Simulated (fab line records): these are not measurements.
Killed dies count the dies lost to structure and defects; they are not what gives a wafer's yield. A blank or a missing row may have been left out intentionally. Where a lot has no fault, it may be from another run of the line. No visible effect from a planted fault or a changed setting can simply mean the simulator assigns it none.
Split-lot trial | flow sfqLine | on a route of 325 steps: 5 lots, 23 wafers read

THE SPLIT ITSELF
At SFQ_TRILAYER_I3_VIA_LITHO_EXPOSE_086 (exposes mask I3, target cd 500 nm), the setting doseMj was moved away from the recipe's 21.3 on 9 of the 23 wafers read, by -7.3% to +6.5%. This setting was run at the recipe's value on the other wafers.

FROM THE SPLIT TO THE READING: what the file shows between them, 3 steps
- SFQ_TRILAYER_I3_VIA_LITHO_PEB_088: peb time 60 s
- SFQ_TRILAYER_I3_VIA_LITHO_DEVELOP_087: time 60 s
- SFQ_TRILAYER_I3_VIA_BARC_OPEN_VIA_ETCH_121: etches BARC in O2, target depth 125 nm, time 41.7 s

THE READING
I3.cdNm (the simulator's own value, which no gauge read), in nm, at SFQ_TRILAYER_I3_VIA_ETCH_VIA_ETCH_088 (etches SiO2 in CHF3, stops on Nb, target depth 260 nm). No usual value for it is given in the file. The 14 wafers here that ran the recipe average 499.7 nm, standard deviation 1.4 nm.

wafer  | tool, chamber at the split | doseMj as run | against the recipe | I3.cdNm, nm | against lot-mates on the recipe
L077.1 | krfScanner-02, 0           | 21.3          | recipe             | 501.4       | -
L077.2 | krfScanner-02, 0           | 22.68         | +6.5%              | 511.6       | +10.7
L077.3 | krfScanner-02, 0           | 21.3          | recipe             | 500.4       | -
L077.4 | krfScanner-02, 0           | 22.68         | +6.5%              | 511.4       | +10.5
L077.5 | krfScanner-02, 0           | 21.3          | recipe             | 500.9       | -
L078.1 | krfScanner-02, 0           | 22.03         | +3.4%              | 507.2       | +7.5
L078.2 | krfScanner-02, 0           | 21.3          | recipe             | 499.8       | -
L078.3 | krfScanner-02, 0           | 21.3          | recipe             | 499.8       | -
L078.4 | krfScanner-02, 0           | 21.3          | recipe             | 499.6       | -
L078.6 | krfScanner-02, 0           | 22.03         | +3.4%              | 505.3       | +5.6
L079.1 | krfScanner-01, 0           | 20.09         | -5.7%              | 486.4       | -11.6
L079.2 | krfScanner-01, 0           | 21.3          | recipe             | 497.2       | -
L079.3 | krfScanner-01, 0           | 20.09         | -5.7%              | 486.4       | -11.6
L079.4 | krfScanner-01, 0           | 21.3          | recipe             | 499         | -
L079.6 | krfScanner-01, 0           | 21.3          | recipe             | 497.7       | -
L081.1 | krfScanner-01, 0           | 19.75         | -7.3%              | 484.7       | -13.8
L081.2 | krfScanner-01, 0           | 19.75         | -7.3%              | 486.8       | -11.7
L081.4 | krfScanner-01, 0           | 19.75         | -7.3%              | 487.4       | -11.1
L081.5 | krfScanner-01, 0           | 21.3          | recipe             | 499.3       | -
L081.6 | krfScanner-01, 0           | 21.3          | recipe             | 497.7       | -
L085.3 | krfScanner-01, 0           | 21.3          | recipe             | 501.3       | -
L085.4 | krfScanner-01, 0           | 21.3          | recipe             | 502.1       | -
L085.6 | krfScanner-01, 0           | 21.3          | recipe             | 500.2       | -

FIT RESULTS
A straight line over all 23 wafers: I3.cdNm changes by +1.93 nm for each +1% of doseMj; r = +0.98; the points scatter about the line by 1.5 nm.
The same after taking each lot's own level away (the mean of its wafers on the recipe; 23 wafers): +1.75 nm for each +1%; r = +0.99; scatter 0.95 nm.
On that fit, the largest move of doseMj shifts the reading by 13 nm.
Across the lots, their own levels run from 497.97 to 501.20 nm, a range of 2.3 times the standard deviation given above.
Thus the slope moves with the lot-to-lot level: the two fits are different.
Check: -12.6 nm against its lot-mates is what the line predicts for one of the wafers moved furthest among these (-7.3%) when that wafer is left out of the fit. Against them it came out at -13.8 nm.

THE WHOLE CHAIN: every reading that the file lists as answering this split, in the file's order
step                                       | what it does                                          | reading                                                  | change (the file's fit)              | r (the file's)
SFQ_TRILAYER_I3_VIA_BARC_OPEN_VIA_ETCH_121 | etches BARC in O2, target depth 125 nm, time 41.7 s   | I3.cdNm (the simulator's own value, which no gauge read) | +1.7 nm for each +1% of the setting  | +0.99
SFQ_TRILAYER_I3_VIA_ETCH_VIA_ETCH_088      | etches SiO2 in CHF3, stops on Nb, target depth 260 nm | I3.cdNm (the simulator's own value, which no gauge read) | +1.77 nm for each +1% of the setting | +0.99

THE FILE'S OWN FIT
I3.cdNm changes by +1.77 nm for each +1% of doseMj, r = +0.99.
